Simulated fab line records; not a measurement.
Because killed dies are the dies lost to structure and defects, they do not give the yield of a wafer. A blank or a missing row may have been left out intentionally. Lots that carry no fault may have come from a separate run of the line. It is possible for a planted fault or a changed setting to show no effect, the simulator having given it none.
A lot that was struck, set against a sound lot | flow sky130 | 15 steps out of a route of 708
Sound: the wafers L440.2, L440.4, L440.6. Struck: wafer L450.5. (L450.1, L450.2 of the same lot were not struck and are left out.) The cause comes at the end.
Each step with rows lists, per side, the tool, then ch with its chambers, then its first start. Under that, the readings that differ: sound wafers | struck wafers | difference of the means | sigmas: that difference in standard deviations of wafers without a fault.
alike: words and numbers the same on both sides, and readings whose means are apart by under 2 such deviations; not compared: readings that were withheld, readings missing a value for some wafer, numbers with overlapping values and no deviation given by the record, and bounds like >300 which may hide the same value.
The two part at a step that has a row with sigmas, a row that says differs or no value, or rows on one side only. Numbers that don't overlap but have no deviation are shown without sigmas and don't part them. Lack of a reading on every wafer of one side parts them only where that side has two or more wafers.

SKY_SPACER_THK_MEAS_01:
  sound on film-metro-04, day 26 19:53; struck on film-metro-01, day 29 23:50
  alike: SPACER_CVD_00_THK
SKY_SPACER_ETCHBACK_02: etches Si3N4 in CH3F/O2, stops on SiO2, time 46.7 s, target depth 45 nm.
  sound on rie-diel-04 ch 0,2, day 26 19:56; struck on rie-diel-04 ch 2, day 29 23:53
  reading               | sound             | struck | difference | sigmas
  oes-product-au (a.u.) | 0.842 0.844 0.859 | 0.861  | +0.013     | +2
  alike: drypump-motor-current-A, rf-fwd-power-W, throttle-valve-pct
  not compared: rf-hours-counter-h
then, 8 steps without rows for these wafers: SKY_POLY_CUT_DEHYDRATE_00 (time 60 s); SKY_POLY_CUT_HMDS_01 (prime time 60 s); SKY_POLY_CUT_COAT_02 (resist thk 60 nm); SKY_POLY_CUT_COAT_03 (resist thk 450 nm); SKY_POLY_CUT_SOFTBAKE_04 (time 90 s); SKY_POLY_CUT_EXPOSE_05 (exposes mask NPCM, target cd 270 nm); SKY_POLY_CUT_PEB_06; SKY_POLY_CUT_DEVELOP_07 (develop time 60 s).
SKY_POLY_CUT_CD_MEAS_08: the cd target is 270 nm.
  sound on cd-sem-01, day 28 00:35; struck on cd-sem-02, day 31 03:40
  alike: cd-nm
SKY_POLY_CUT_OVL_MEAS_09:
  sound on overlay-01, day 28 00:41; struck on overlay-02, day 31 03:47
  alike: POLY_CUT_OVL
SKY_POLY_CUT_ETCH_10: etches BARC in N2/H2, stops on SiO2, time 45.9 s, target depth 60 nm.
  sound on rie-diel-04 ch 0,2, day 28 00:43; struck on rie-diel-04 ch 2, day 31 03:49
  reading    | sound            | struck | difference | sigmas
  bias-w (W) | 100.1 100.0 99.9 | 117.8  | +17.8      | +56
  alike: drypump-motor-current-A, oes-product-au, rf-fwd-power-W, throttle-valve-pct
  not compared: rf-hours-counter-h, model.SiO2_of_SONOS_ONO_CVD_04.thk-nm
SKY_POLY_CUT_ETCH_11: etches Si3N4 in CF4/CH2F2/Ar, stops on poly-Si, time 42.5 s, target depth 60 nm.
  sound on rie-diel-04 ch 0,2, day 28 00:46; struck on rie-diel-04 ch 2, day 31 03:52
  alike: bias-w, drypump-motor-current-A, mfc-ar-sccm, oes-product-au, rf-fwd-power-W, throttle-valve-pct
  not compared: rf-hours-counter-h
after that, 1 step had no rows for these wafers: SKY_PAD_OPEN_PROBE_99.

## WHERE THEY PART
At SKY_SPACER_ETCHBACK_02 first; at SKY_POLY_CUT_ETCH_10 last (within this record only). Later steps at which nothing parts them and some readings are alike: SKY_POLY_CUT_ETCH_11.

WHY: what the simulator had put in
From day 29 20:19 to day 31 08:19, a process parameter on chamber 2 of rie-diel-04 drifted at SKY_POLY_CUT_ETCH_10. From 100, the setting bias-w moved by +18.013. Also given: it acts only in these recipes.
